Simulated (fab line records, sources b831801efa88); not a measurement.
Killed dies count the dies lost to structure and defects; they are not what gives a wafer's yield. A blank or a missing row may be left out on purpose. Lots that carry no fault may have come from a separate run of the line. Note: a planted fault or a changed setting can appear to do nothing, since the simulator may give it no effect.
fab line records	flow sky130
record lots=10	wafers=30	last-day=50
route steps=708 shown VIA4@650 METAL5@662 PAD_OPEN@708
lots that met no fault: from a run of the same line without faults
start-h: hours from the record's opening day to when the first of the lot's shown wafers began	wait-h: hours from the lot's prior step to this one	" identical to the entry in the row above	L1.1+2: a single row standing in for several wafers	- value missing, or start not given	* or withheld: withheld	< > ~ a bound
route shown NAME@n: NAME is a module with steps in the file, n the number in the route of the first one	usual: mean/standard deviation of fault-free wafers	same: alike in all rows	chamber/n: place in a boat	sites: each site's reading	_std_site: their standard deviation	_edge_site: outer sites' mean less inner sites'	radius-mm: for every site, how far away it sits from the centre of the wafer	mask NAME#n: copy n	behind: tool/chamber where the wafer was last shaped	hold: what put the lot on hold/how long, in hours/how the hold closed	device: which transistor (n, p or np) failed to switch	end of line: tests of these same wafers at the route's end	where a step has no rows: the recipe by itself	killed: the dies lost at the first sort to structure and to defects; this is not the yield of the wafer	map: per-die view of a wafer (x killed, . not killed, _ where there is no die)
set.NAME: the setting that was run; set.NAME@STEP: the one run at that earlier step	model.NAME: the simulator's own value behind a step, which no gauge read
the route's steps for a sample of lots (tables are steps, rows are wafers)
services: a tool's chamber out of use, with start hour (start-h, from the record's first day; less than 0 if before it), hours out, and reason
## steps
# step SKY_VIA4_OVL_MEAS_11
# usual VIA4_OVL=-0.5/1.4
lot.wafer	tool	chamber	start-h	wait-h	VIA4_OVL[nm]
L824.3	overlay-01	-	1010.78	0.1	-3.4
L824.4	"	-	"	"	-2.8
L824.6	"	-	"	"	-2.4
L826.2	overlay-01	-	1028.55	0.1	-2.4
L826.4	"	-	"	"	-2.5
L826.6	"	-	"	"	-2.5
L827.3	overlay-02	-	1034.75	0.1	0.7
L827.5	"	-	"	"	-0.7
L827.6	"	-	"	"	-0.6
L836.1	overlay-02	-	1096.49	0.1	2.0
L836.2	"	-	"	"	0.9
L836.4	"	-	"	"	2.7
L837.1	overlay-02	-	1099.92	0.1	-1.6
L837.2	"	-	"	"	0.8
L837.6	"	-	"	"	0.7
L840.1	overlay-01	-	1115.37	0.1	1.0
L840.4	"	-	"	"	-0.8
L840.5	"	-	"	"	-0.7
L841.4	overlay-02	-	1117.44	0.1	-3.0
L841.5	"	-	"	"	-0.5
L841.6	"	-	"	"	0.3
L843.1	overlay-01	-	1128.64	0.1	1.2
L843.4	"	-	"	"	-1.2
L843.6	"	-	"	"	1.9
L844.2	overlay-02	-	1131.05	0.1	-0.6
L844.4	"	-	"	"	-0.4
L844.5	"	-	"	"	0.2
L845.1	overlay-01	-	1138.69	0.1	-1.7
L845.2	"	-	"	"	-1.2
L845.3	"	-	"	"	-2.4
# step SKY_METAL5_SPUTTER_01
# recipe material=TiN	target-thk-nm=20	power-w=6500	time-s=16.7	chamber-pressure-pa=0.4
# usual throttle-valve-pct=30.8/0.84
lot.wafer	tool	chamber	start-h	wait-h	throttle-valve-pct
L824.3	pvd-sputter-03	-	1012.18	0.0	29.0
L824.4	"	-	"	"	29.8
L824.6	"	-	"	"	28.9
L826.2	pvd-sputter-02	-	1030.17	0.0	31.0
L826.4	"	-	"	"	31.0
L826.6	"	-	"	"	30.6
L827.3	pvd-sputter-03	-	1036.16	0.0	30.8
L827.5	"	-	"	"	29.7
L827.6	"	-	"	"	30.8
L836.1	pvd-sputter-03	-	1098.03	0.0	31.6
L836.2	"	-	"	"	30.9
L836.4	"	-	"	"	29.6
L837.1	pvd-sputter-03	-	1101.46	0.0	30.8
L837.2	"	-	"	"	29.6
L837.6	"	-	"	"	29.6
L840.1	pvd-sputter-04	-	1116.78	0.0	31.9
L840.4	"	-	"	"	31.4
L840.5	"	-	"	"	31.0
L841.4	pvd-sputter-02	-	1118.83	0.0	30.8
L841.5	"	-	"	"	30.8
L841.6	"	-	"	"	31.0
L843.1	pvd-sputter-04	-	1130.07	0.0	31.5
L843.4	"	-	"	"	30.8
L843.6	"	-	"	"	30.5
L844.2	pvd-sputter-02	-	1132.46	0.0	31.2
L844.4	"	-	"	"	31.1
L844.5	"	-	"	"	31.2
L845.1	pvd-sputter-04	-	1140.11	0.0	30.8
L845.2	"	-	"	"	31.5
L845.3	"	-	"	"	30.7
# step SKY_METAL5_SPUTTER_02
# recipe material=AlCu	target-thk-nm=1150	power-w=10600	time-s=61.2	chamber-pressure-pa=0.4
# usual throttle-valve-pct=30.8/0.82
lot.wafer	tool	chamber	start-h	wait-h	throttle-valve-pct
L824.3	pvd-sputter-03	-	1012.21	0.0	29.4
L824.4	"	-	"	"	30.0
L824.6	"	-	"	"	29.2
L826.2	pvd-sputter-02	-	1030.20	0.0	30.6
L826.4	"	-	"	"	31.0
L826.6	"	-	"	"	30.8
L827.3	pvd-sputter-03	-	1036.18	0.0	31.0
L827.5	"	-	"	"	29.6
L827.6	"	-	"	"	30.8
L836.1	pvd-sputter-03	-	1098.06	0.0	31.8
L836.2	"	-	"	"	31.1
L836.4	"	-	"	"	29.8
L837.1	pvd-sputter-03	-	1101.48	0.0	30.9
L837.2	"	-	"	"	30.0
L837.6	"	-	"	"	30.1
L840.1	pvd-sputter-04	-	1116.81	0.0	31.7
L840.4	"	-	"	"	31.6
L840.5	"	-	"	"	31.0
L841.4	pvd-sputter-02	-	1118.86	0.0	31.0
L841.5	"	-	"	"	31.0
L841.6	"	-	"	"	31.0
L843.1	pvd-sputter-04	-	1130.10	0.0	31.6
L843.4	"	-	"	"	30.7
L843.6	"	-	"	"	30.6
L844.2	pvd-sputter-02	-	1132.48	0.0	31.3
L844.4	"	-	"	"	31.1
L844.5	"	-	"	"	31.3
L845.1	pvd-sputter-04	-	1140.14	0.0	30.6
L845.2	"	-	"	"	31.5
L845.3	"	-	"	"	31.0
# step SKY_METAL5_RS_MEAS_05
# recipe thk-meas-gauge=four-point-probe	reads=TiN_of_METAL5_SPUTTER_04+Ti_of_METAL5_SPUTTER_03+AlCu_of_METAL5_SPUTTER_02+TiN_of_METAL5_SPUTTER_01+Ti_of_METAL5_SPUTTER_00
# usual METAL5_ALCU_RS=0.0269/0.00034
lot.wafer	tool	chamber	start-h	wait-h	METAL5_ALCU_RS[ohm/sq]
L824.3	film-metro-01	-	1012.37	0.1	0.0273
L824.4	"	-	"	"	0.0270
L824.6	"	-	"	"	0.0272
L826.2	film-metro-01	-	1030.34	0.0	0.0265
L826.4	"	-	"	"	0.0270
L826.6	"	-	"	"	0.0265
L827.3	film-metro-02	-	1036.34	0.1	0.0265
L827.5	"	-	"	"	0.0268
L827.6	"	-	"	"	0.0265
L836.1	film-metro-04	-	1098.18	0.0	0.0163
L836.2	"	-	"	"	0.0165
L836.4	"	-	"	"	0.0163
L837.1	film-metro-04	-	1101.60	0.0	0.0165
L837.2	"	-	"	"	0.0165
L837.6	"	-	"	"	0.0165
L840.1	film-metro-02	-	1116.93	0.0	0.0265
L840.4	"	-	"	"	0.0269
L840.5	"	-	"	"	0.0267
L841.4	film-metro-04	-	1119.04	0.1	0.0268
L841.5	"	-	"	"	0.0269
L841.6	"	-	"	"	0.0273
L843.1	film-metro-01	-	1130.22	0.0	0.0271
L843.4	"	-	"	"	0.0278
L843.6	"	-	"	"	0.0275
L844.2	film-metro-04	-	1132.62	0.0	0.0271
L844.4	"	-	"	"	0.0273
L844.5	"	-	"	"	0.0273
L845.1	film-metro-02	-	1140.26	0.0	0.0276
L845.2	"	-	"	"	0.0270
L845.3	"	-	"	"	0.0267
# step SKY_METAL5_THK_MEAS_06
# recipe thk-meas-gauge=xrf	reads=AlCu_of_METAL5_SPUTTER_02
# usual METAL5_ALCU_THK=1174/16
lot.wafer	tool	chamber	start-h	wait-h	METAL5_ALCU_THK[nm]
L824.3	film-metro-01	-	1012.47	0.1	1160
L824.4	"	-	"	"	1183
L824.6	"	-	"	"	1168
L826.2	film-metro-01	-	1030.45	0.1	1188
L826.4	"	-	"	"	1178
L826.6	"	-	"	"	1195
L827.3	film-metro-02	-	1036.44	0.1	1189
L827.5	"	-	"	"	1191
L827.6	"	-	"	"	1194
L836.1	film-metro-04	-	1098.30	0.1	1923
L836.2	"	-	"	"	1893
L836.4	"	-	"	"	1905
L837.1	film-metro-04	-	1101.72	0.1	1900
L837.2	"	-	"	"	1903
L837.6	"	-	"	"	1893
L840.1	film-metro-02	-	1117.05	0.1	1192
L840.4	"	-	"	"	1171
L840.5	"	-	"	"	1188
L841.4	film-metro-04	-	1119.13	0.1	1176
L841.5	"	-	"	"	1172
L841.6	"	-	"	"	1151
L843.1	film-metro-01	-	1130.34	0.1	1175
L843.4	"	-	"	"	1138
L843.6	"	-	"	"	1150
L844.2	film-metro-04	-	1132.73	0.1	1166
L844.4	"	-	"	"	1155
L844.5	"	-	"	"	1153
L845.1	film-metro-02	-	1140.38	0.1	1154
L845.2	"	-	"	"	1177
L845.3	"	-	"	"	1194
# step SKY_METAL5_DESCUM_14
# recipe chemistry=O2	source-power-w=150	bias-power-w=0	pressure-mtorr=10	temp-c=40	time-s=11
# usual drypump-motor-current-A=6.0/0.33	oes-product-au=0.998/0.019	temp-c=39.98/0.11
lot.wafer	tool	chamber	start-h	wait-h	drypump-motor-current-A	oes-product-au	rf-hours-counter-h	temp-c
L824.3	rie-metal-01	1	1034.48	0.1	6.3	0.982	-	40.05
L824.4	"	0	"	"	5.6	0.984	-	39.80
L824.6	"	1	"	"	6.3	0.992	-	40.04
L826.2	rie-metal-03	0	1052.18	0.1	5.6	1.032	12	39.97
L826.4	"	1	"	"	6.1	1.011	-	39.92
L826.6	"	0	"	"	5.6	1.017	-	40.08
L827.3	rie-metal-04	1	1057.72	0.1	6.5	1.005	-	40.08
L827.5	"	1	"	"	6.5	1.000	-	40.23
L827.6	"	0	"	"	6.1	1.004	-	40.02
L836.1	rie-metal-03	0	1117.12	0.1	5.6	1.026	17	40.01
L836.2	"	1	"	"	6.1	1.017	24	40.09
L836.4	"	1	"	"	6.1	1.011	-	39.89
L837.1	rie-metal-01	1	1120.66	0.1	6.2	0.974	22	40.02
L837.2	"	0	"	"	5.6	0.961	13	39.97
L837.6	"	1	"	"	6.2	0.984	-	40.07
L840.1	rie-metal-01	1	1135.81	0.1	6.3	0.972	23	39.99
L840.4	"	1	"	"	6.2	0.972	-	39.94
L840.5	"	1	"	"	6.3	0.969	-	39.87
L841.4	rie-metal-04	1	1137.77	0.1	6.5	1.002	-	39.97
L841.5	"	1	"	"	6.5	1.019	-	39.92
L841.6	"	0	"	"	6.1	0.998	-	39.85
L843.1	rie-metal-03	0	1148.97	0.1	5.5	1.025	20	40.12
L843.4	"	0	"	"	5.6	1.006	-	40.03
L843.6	"	0	"	"	5.6	1.013	-	40.06
L844.2	rie-metal-01	0	1151.98	0.1	5.6	0.967	15	40.05
L844.4	"	1	"	"	6.3	0.986	-	39.99
L844.5	"	0	"	"	5.6	0.975	-	39.94
L845.1	rie-metal-03	0	1158.63	0.1	5.5	1.030	21	39.90
L845.2	"	1	"	"	6.1	1.010	28	39.78
L845.3	"	1	"	"	6.1	1.004	-	39.73
# step SKY_METAL5_METAL_ETCH_15
# recipe target-depth-a=12600	stop-on=SiO2	over-etch-frac=0.2	time-s=252	chemistry=Cl2/BCl3	resist-sidewall-deg=86	pressure-mtorr=10	icp-w=900	bias-w=48.5	Cl2_flow_sccm=60	bcl3-flow-sccm=30
# usual drypump-motor-current-A=6.0/0.33	oes-product-au=0.894/0.0047	throttle-valve-pct=22.265/0.0088
lot.wafer	tool	chamber	start-h	wait-h	drypump-motor-current-A	oes-product-au	rf-hours-counter-h	throttle-valve-pct
L824.3	rie-metal-01	1	1034.58	0.1	6.2	0.897	-	22.252
L824.4	"	0	"	"	5.6	0.898	-	22.270
L824.6	"	1	"	"	6.3	0.899	-	22.258
L826.2	rie-metal-03	0	1052.23	0.0	5.6	0.898	12	22.275
L826.4	"	1	"	"	6.1	0.895	-	22.253
L826.6	"	0	"	"	5.6	0.895	-	22.270
L827.3	rie-metal-04	1	1057.82	0.1	6.5	0.898	-	22.273
L827.5	"	1	"	"	6.5	0.904	-	22.266
L827.6	"	0	"	"	6.1	0.906	-	22.264
L836.1	rie-metal-03	0	1117.15	0.0	5.6	1.021	17	22.261
L836.2	"	1	"	"	6.1	1.018	24	22.243
L836.4	"	1	"	"	6.1	1.015	-	22.263
L837.1	rie-metal-01	1	1120.69	0.0	6.3	0.978	22	22.259
L837.2	"	0	"	"	5.6	0.960	13	22.269
L837.6	"	1	"	"	6.3	0.969	-	22.259
L840.1	rie-metal-01	1	1135.84	0.0	6.3	0.897	24	22.251
L840.4	"	1	"	"	6.2	0.895	-	22.283
L840.5	"	1	"	"	6.3	0.894	-	22.247
L841.4	rie-metal-04	1	1137.87	0.1	6.5	0.894	-	22.266
L841.5	"	1	"	"	6.5	0.897	-	22.258
L841.6	"	0	"	"	6.1	0.877	-	22.260
L843.1	rie-metal-03	0	1149.00	0.0	5.6	0.900	20	22.272
L843.4	"	0	"	"	5.6	0.900	-	22.254
L843.6	"	0	"	"	5.6	0.900	-	22.270
L844.2	rie-metal-01	0	1152.02	0.0	5.6	0.887	15	22.268
L844.4	"	1	"	"	6.2	0.890	-	22.257
L844.5	"	0	"	"	5.6	0.901	-	22.273
L845.1	rie-metal-03	0	1158.67	0.0	5.6	0.896	21	22.261
L845.2	"	1	"	"	6.1	0.899	28	22.274
L845.3	"	1	"	"	6.1	0.889	-	22.254
# step SKY_PAD_OPEN_PROBE_99
# usual defect-limited-yield=82.4/1.9	killed_at_M0_to_M3=42/7.1	killed_at_M4_up=3.0/1.7	killed-at-contacts=25/5	killed-at-front-end=16/4.4	killed-at-other=0.5/1.4	killed-dies=87/9.2	killed-on-rim=18/4.3	killed-open=47/6.2	killed-short=39/6.6	sort_bin_3_pad_short=0.9/0.46	sort_bin_5_function=10.3/1.6	sort_bin_6_memory=6.4/0.99	sort-n-pass=405/9.2	sort-yield-pct=82.4/1.9
# same gross-dies=492	killed-at-back-side=0	sort_bin_4_leakage[%]=0	sort_bin_8_speed[%]=0
lot.wafer	tool	chamber	start-h	wait-h	defect-limited-yield[%]	killed_at_M0_to_M3	killed_at_M4_up	killed-at-contacts	killed-at-front-end	killed-at-other	killed-dies	killed-on-rim	killed-open	killed-short	sort_bin_3_pad_short[%]	sort_bin_5_function[%]	sort_bin_6_memory[%]	sort-n-pass	sort-yield-pct[%]
L824.3	prober-01	-	1080.73	0.2	82.7	28	4	29	16	8	85	23	43	35	2.4	7.9	6.9	407	82.7
L824.4	prober-01	-	1080.78	0.2	79.9	48	6	29	14	2	99	22	56	41	1.4	11.8	6.9	393	79.9
L824.6	prober-01	-	1080.88	0.2	81.9	44	2	24	19	0	89	18	47	41	1.0	11.6	5.5	403	81.9
L826.2	prober-01	-	1097.88	0.1	83.9	39	2	25	12	1	79	17	47	32	0.8	8.7	6.5	413	83.9
L826.4	prober-01	-	1097.98	0.2	82.1	41	6	31	9	1	88	9	50	38	0.6	10.8	6.5	404	82.1
L826.6	prober-01	-	1098.08	0.2	84.3	38	4	22	13	0	77	19	40	37	0.8	9.3	5.5	415	84.3
L827.3	prober-02	-	1103.05	0.2	83.3	42	0	23	17	0	82	18	45	36	0.6	10.0	6.1	410	83.3
L827.5	prober-02	-	1103.15	0.2	81.9	49	3	21	15	1	89	22	46	43	1.0	9.1	7.9	403	81.9
L827.6	prober-02	-	1103.20	0.2	79.9	49	4	28	18	0	99	14	47	52	0.4	12.4	7.3	393	79.9
L836.1	prober-01	-	1158.49	0.1	0	52	409	22	9	0	492	96	48	38	1.0	92.1	6.9	0	0
L836.2	prober-01	-	1158.54	0.1	0	35	431	15	10	1	492	96	28	36	1.0	93.7	5.3	0	0
L836.4	prober-01	-	1158.64	0.2	0	35	413	24	20	0	492	96	49	30	1.2	92.7	6.1	0	0
L837.1	prober-02	-	1161.56	0.1	0	31	416	27	18	0	492	96	53	31	1.2	92.9	5.9	0	0
L837.2	prober-02	-	1161.61	0.1	0	37	409	29	17	0	492	96	51	38	1.0	93.1	5.9	0	0
L837.6	prober-02	-	1161.81	0.2	0	31	406	37	18	0	492	96	48	40	0	94.9	5.1	0	0
L840.1	prober-02	-	1175.95	0.1	80.3	43	1	30	23	0	97	28	49	45	1.2	11.2	7.3	395	80.3
L840.4	prober-02	-	1176.10	0.2	83.9	45	2	21	11	0	79	17	41	38	0.4	9.3	6.3	413	83.9
L840.5	prober-02	-	1176.15	0.2	81.7	45	5	21	19	0	90	15	45	45	0.4	12.2	5.7	402	81.7
L841.4	prober-01	-	1177.58	0.2	81.7	37	3	24	25	1	90	18	50	36	0.6	12.2	5.5	402	81.7
L841.5	prober-01	-	1177.63	0.2	84.1	32	4	25	17	0	78	22	50	28	0.6	10.0	5.3	414	84.1
L841.6	prober-01	-	1177.68	0.2	80.7	47	4	21	23	0	95	18	55	36	0.8	11.8	6.7	397	80.7
L843.1	prober-01	-	1186.65	0.1	84.6	39	1	21	15	0	76	20	37	39	1.4	7.7	6.3	416	84.6
L843.4	prober-01	-	1186.80	0.2	83.7	33	2	29	15	1	80	12	52	28	0.6	10.8	4.9	412	83.7
L843.6	prober-01	-	1186.90	0.2	83.7	38	1	23	18	0	80	19	43	37	0.8	9.6	5.9	412	83.7
L844.2	prober-02	-	1188.35	0.1	79.5	48	1	37	14	1	101	21	53	47	1.0	12.4	7.1	391	79.5
L844.4	prober-02	-	1188.45	0.2	79.9	45	2	34	18	0	99	22	56	43	1.0	11.6	7.5	393	79.9
L844.5	prober-02	-	1188.50	0.2	77.4	43	3	39	16	10	111	29	62	41	2.6	13.2	6.7	381	77.4
L845.1	prober-01	-	1194.80	0.1	83.9	31	3	32	13	0	79	16	41	38	0.8	7.3	7.9	413	83.9
L845.2	prober-01	-	1194.85	0.1	83.5	37	4	31	9	0	81	16	46	35	1.0	8.3	7.1	411	83.5
# killed by level:class
L824.3 CONTACT:geometric-particle:open=11 LI_CONTACT:geometric-particle:open=9 CAP2M:area-etch=7 METAL2:geometric-particle:short=6 POLY_GATE:geometric-particle:short=5 POLY_GATE:geometric-particle:open=5 VIA1:geometric-particle:open=5 CONTACT:geometric-particle:short=4
L824.4 CONTACT:geometric-particle:open=12 LI_CONTACT:geometric-particle:open=9 VIA3:geometric-particle:open=9 VIA1:geometric-particle:open=8 METAL1:geometric-particle:short=8 METAL2:geometric-particle:short=6 METAL4:geometric-particle:short=5 POLY_GATE:geometric-particle:short=4
L824.6 VIA1:geometric-particle:open=13 CONTACT:geometric-particle:open=7 METAL1:geometric-particle:short=7 POLY_GATE:geometric-particle:short=6 LOCAL_INTERCONNECT:geometric-particle:short=6 CONTACT:geometric-particle:short=5 FIELD_ISO:geometric-particle:open=5 VIA3:geometric-particle:open=4
L826.2 VIA1:geometric-particle:open=11 CONTACT:geometric-particle:open=10 LI_CONTACT:geometric-particle:open=9 VIA1:geometric-particle:short=7 FIELD_ISO:geometric-particle:open=4 VIA2:geometric-particle:open=4 METAL2:geometric-particle:short=4 VIA3:geometric-particle:open=4
L826.4 CONTACT:geometric-particle:open=14 VIA1:geometric-particle:open=10 VIA2:geometric-particle:open=8 VIA3:geometric-particle:open=7 LI_CONTACT:geometric-particle:open=6 FIELD_ISO:geometric-particle:short=4 LOCAL_INTERCONNECT:geometric-particle:short=4 CONTACT:geometric-particle:short=4
L826.6 VIA1:geometric-particle:open=11 CONTACT:geometric-particle:open=7 LI_CONTACT:geometric-particle:open=7 METAL1:geometric-particle:short=5 VIA1:geometric-particle:short=5 METAL2:geometric-particle:short=5 POLY_GATE:geometric-particle:short=4 SPACER:geometric-particle:short=3
L827.3 CONTACT:geometric-particle:open=9 VIA1:geometric-particle:open=9 METAL2:geometric-particle:short=7 POLY_GATE:geometric-particle:short=6 LI_CONTACT:geometric-particle:open=6 METAL1:geometric-particle:short=6 VIA2:geometric-particle:open=5 FIELD_ISO:geometric-particle:open=4
L827.5 VIA3:geometric-particle:open=12 VIA1:geometric-particle:open=8 LI_CONTACT:geometric-particle:short=7 CONTACT:geometric-particle:open=7 METAL2:geometric-particle:short=7 METAL1:geometric-particle:short=6 FIELD_ISO:geometric-particle:open=4 POLY_GATE:geometric-particle:open=4
L827.6 METAL1:geometric-particle:short=12 LI_CONTACT:geometric-particle:open=12 VIA1:geometric-particle:open=9 FIELD_ISO:geometric-particle:short=8 VIA3:geometric-particle:open=7 CONTACT:geometric-particle:open=6 VIA2:geometric-particle:open=6 LOCAL_INTERCONNECT:geometric-particle:short=5
L836.1 METAL5:area-etch=406 VIA1:geometric-particle:open=13 LI_CONTACT:geometric-particle:open=9 VIA3:geometric-particle:open=6 VIA3:geometric-particle:short=6 CONTACT:geometric-particle:open=5 VIA2:geometric-particle:open=5 VIA1:geometric-particle:short=5
L836.2 METAL5:area-etch=428 VIA1:geometric-particle:open=7 VIA3:geometric-particle:open=6 CONTACT:geometric-particle:open=5 VIA1:geometric-particle:short=5 METAL2:geometric-particle:short=5 LOCAL_INTERCONNECT:geometric-particle:short=4 VIA3:geometric-particle:short=4
L836.4 METAL5:area-etch=412 CONTACT:geometric-particle:open=10 VIA2:geometric-particle:open=9 VIA1:geometric-particle:open=8 FIELD_ISO:geometric-particle:open=4 POLY_GATE:geometric-particle:open=4 LI_CONTACT:geometric-particle:short=4 CONTACT:geometric-particle:short=4
L837.1 METAL5:area-etch=408 CONTACT:geometric-particle:open=10 VIA1:geometric-particle:open=9 LI_CONTACT:geometric-particle:open=8 VIA3:geometric-particle:open=6 FIELD_ISO:geometric-particle:open=5 POLY_GATE:geometric-particle:short=4 CONTACT:geometric-particle:short=4
L837.2 METAL5:area-etch=403 VIA1:geometric-particle:open=12 LI_CONTACT:geometric-particle:open=8 VIA1:geometric-particle:short=7 VIA3:geometric-particle:open=7 FIELD_ISO:geometric-particle:open=6 CONTACT:geometric-particle:open=6 LOCAL_INTERCONNECT:geometric-particle:short=5
L837.6 METAL5:area-etch=404 LI_CONTACT:geometric-particle:open=12 CONTACT:geometric-particle:open=9 LOCAL_INTERCONNECT:geometric-particle:short=7 FIELD_ISO:geometric-particle:short=7 VIA1:geometric-particle:open=7 VIA2:geometric-particle:open=7 CONTACT:geometric-particle:short=6
L840.1 VIA2:geometric-particle:open=12 CONTACT:geometric-particle:open=11 FIELD_ISO:geometric-particle:short=7 LI_CONTACT:geometric-particle:open=7 VIA1:geometric-particle:short=7 VIA1:geometric-particle:open=6 FIELD_ISO:geometric-particle:open=5 CONTACT:geometric-particle:short=5
L840.4 CONTACT:geometric-particle:open=11 VIA1:geometric-particle:open=11 VIA3:geometric-particle:open=8 FIELD_ISO:geometric-particle:short=6 METAL1:geometric-particle:short=6 METAL2:geometric-particle:short=5 VIA2:geometric-particle:open=4 VIA1:geometric-particle:short=4
L840.5 VIA1:geometric-particle:short=13 LI_CONTACT:geometric-particle:open=7 CONTACT:geometric-particle:open=7 VIA1:geometric-particle:open=7 METAL2:geometric-particle:short=6 VIA2:geometric-particle:open=6 METAL1:geometric-particle:short=5 FIELD_ISO:geometric-particle:open=4
L841.4 LI_CONTACT:geometric-particle:open=11 POLY_GATE:geometric-particle:open=8 VIA1:geometric-particle:open=7 VIA2:geometric-particle:open=6 VIA1:geometric-particle:short=5 FIELD_ISO:geometric-particle:open=4 CONTACT:geometric-particle:open=4 CONTACT:geometric-particle:short=4
L841.5 VIA1:geometric-particle:open=13 CONTACT:geometric-particle:open=9 LI_CONTACT:geometric-particle:open=8 FIELD_ISO:geometric-particle:open=5 POLY_GATE:geometric-particle:short=5 METAL1:geometric-particle:short=5 VIA2:geometric-particle:open=5 LI_CONTACT:geometric-particle:short=4
L841.6 VIA1:geometric-particle:open=11 CONTACT:geometric-particle:short=8 FIELD_ISO:geometric-particle:open=7 VIA2:geometric-particle:open=7 LI_CONTACT:geometric-particle:open=7 VIA3:geometric-particle:open=6 CONTACT:geometric-particle:open=5 METAL3:geometric-particle:short=5
L843.1 VIA1:geometric-particle:open=10 METAL1:geometric-particle:short=9 LI_CONTACT:geometric-particle:short=7 CONTACT:geometric-particle:open=6 VIA1:geometric-particle:short=6 LI_CONTACT:geometric-particle:open=4 POLY_GATE:geometric-particle:short=4 VIA2:geometric-particle:open=4
L843.4 VIA1:geometric-particle:open=12 LI_CONTACT:geometric-particle:open=9 CONTACT:geometric-particle:open=7 LOCAL_INTERCONNECT:geometric-particle:short=7 FIELD_ISO:geometric-particle:open=5 METAL1:geometric-particle:open=5 VIA3:geometric-particle:open=5 FIELD_ISO:geometric-particle:short=3
L843.6 LI_CONTACT:geometric-particle:open=12 VIA1:geometric-particle:open=11 FIELD_ISO:geometric-particle:open=6 VIA1:geometric-particle:short=6 METAL2:geometric-particle:short=5 VIA2:geometric-particle:short=5 CONTACT:geometric-particle:short=4 VIA3:geometric-particle:open=4
L844.2 CONTACT:geometric-particle:open=14 LI_CONTACT:geometric-particle:open=9 VIA3:geometric-particle:open=8 VIA1:geometric-particle:short=7 CONTACT:geometric-particle:short=6 VIA2:geometric-particle:open=6 LI_CONTACT:geometric-particle:short=5 METAL1:geometric-particle:short=5
L844.4 VIA1:geometric-particle:open=14 CONTACT:geometric-particle:open=10 LI_CONTACT:geometric-particle:open=8 CONTACT:geometric-particle:short=7 VIA2:geometric-particle:open=5 POLY_GATE:geometric-particle:open=5 LOCAL_INTERCONNECT:geometric-particle:short=5 FIELD_ISO:geometric-particle:open=4
L844.5 VIA1:geometric-particle:open=14 LI_CONTACT:geometric-particle:open=11 CONTACT:geometric-particle:open=11 CONTACT:geometric-particle:short=10 VIA3:geometric-particle:open=10 CAPM:area-etch=8 FIELD_ISO:geometric-particle:short=6 METAL1:geometric-particle:short=6
L845.1 LOCAL_INTERCONNECT:geometric-particle:short=10 CONTACT:geometric-particle:open=9 VIA1:geometric-particle:open=8 LI_CONTACT:geometric-particle:open=7 VIA3:geometric-particle:open=5 FIELD_ISO:geometric-particle:open=4 VIA3:geometric-particle:short=4 POLY_GATE:geometric-particle:short=3
L845.2 LI_CONTACT:geometric-particle:open=10 VIA1:geometric-particle:open=9 CONTACT:geometric-particle:open=7 VIA3:geometric-particle:open=5 LOCAL_INTERCONNECT:geometric-particle:short=5 VIA1:geometric-particle:short=5 VIA3:geometric-particle:short=5 METAL1:geometric-particle:short=4
## services
tool	chamber	start-h	hours	kind
rie-metal-03	-	996.13	1.6	repair
pvd-sputter-03	-	996.24	3.9	repair
rie-metal-03	-	1029.01	0.6	repair
pvd-sputter-03	3	1035.46	-	consumable-replace:kit
pvd-sputter-03	3	1035.46	18.0	scheduled-down
pvd-sputter-03	3	1035.46	18.0	vent-cycle
pvd-sputter-02	-	1051.59	1.8	repair
rie-metal-04	-	1060.48	0.4	repair
pvd-sputter-04	-	1073.62	3.0	repair
pvd-sputter-02	3	1074.04	-	consumable-replace:kit
pvd-sputter-02	3	1074.04	18.0	scheduled-down
pvd-sputter-02	3	1074.04	18.0	vent-cycle
rie-metal-04	-	1093.87	2.8	pm
rie-metal-04	1	1106.23	-	clean
rie-metal-04	1	1106.23	21.1	scheduled-down
rie-metal-04	1	1106.23	21.1	vent-cycle
pvd-sputter-03	2	1113.84	-	consumable-replace:kit
pvd-sputter-03	2	1113.84	18.0	scheduled-down
pvd-sputter-03	2	1113.84	18.0	vent-cycle
rie-metal-04	0	1126.42	1.0	repair
rie-metal-01	1	1140.27	3.4	repair
pvd-sputter-04	3	1153.89	-	consumable-replace:kit
pvd-sputter-04	3	1153.89	18.0	scheduled-down
pvd-sputter-04	3	1153.89	18.0	vent-cycle
## key
first-sign step=SKY_METAL5_RS_MEAS_05	reading=METAL5_ALCU_RS	direction=down	sigmas=31	usual=0.0269	struck=0.0165
effect step=SKY_METAL5_THK_MEAS_06	reading=METAL5_ALCU_THK	direction=up	sigmas=46	usual=1174	struck=1903
effect step=SKY_METAL5_METAL_ETCH_15	reading=oes-product-au	direction=up	sigmas=21	usual=0.894	struck=0.993
effect step=SKY_PAD_OPEN_PROBE_99	reading=killed_at_M4_up	direction=up	sigmas=99+	usual=3.0	struck=414
more-kills-born-at SKY_METAL5_METAL_ETCH_15@rie-metal-03=1246	SKY_METAL5_METAL_ETCH_15@rie-metal-01=1215
met-at SKY_METAL5_SPUTTER_02
struck-lots L836,L837
later-rows-left-out L836.1,L836.2,L836.4,L837.1,L837.2,L837.6
not-acting-at SKY_VIA4_OVL_MEAS_11,SKY_METAL5_SPUTTER_01,SKY_METAL5_DESCUM_14
onset-between 1036.18 1098.06
fault kind=process-parameter-drift	tool=pvd-sputter-03	chamber=-	onset-h=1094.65	steps=SKY_METAL5_SPUTTER_02	channel=target-thk-nm	offset=728.6	shape=step	end-h=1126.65	acts-in=these-recipes-only	stated=1150
# later-rows-left-out: the simulator's readings of these wafers behind a module that went badly wrong aren't trusted and aren't shown, but for the sort
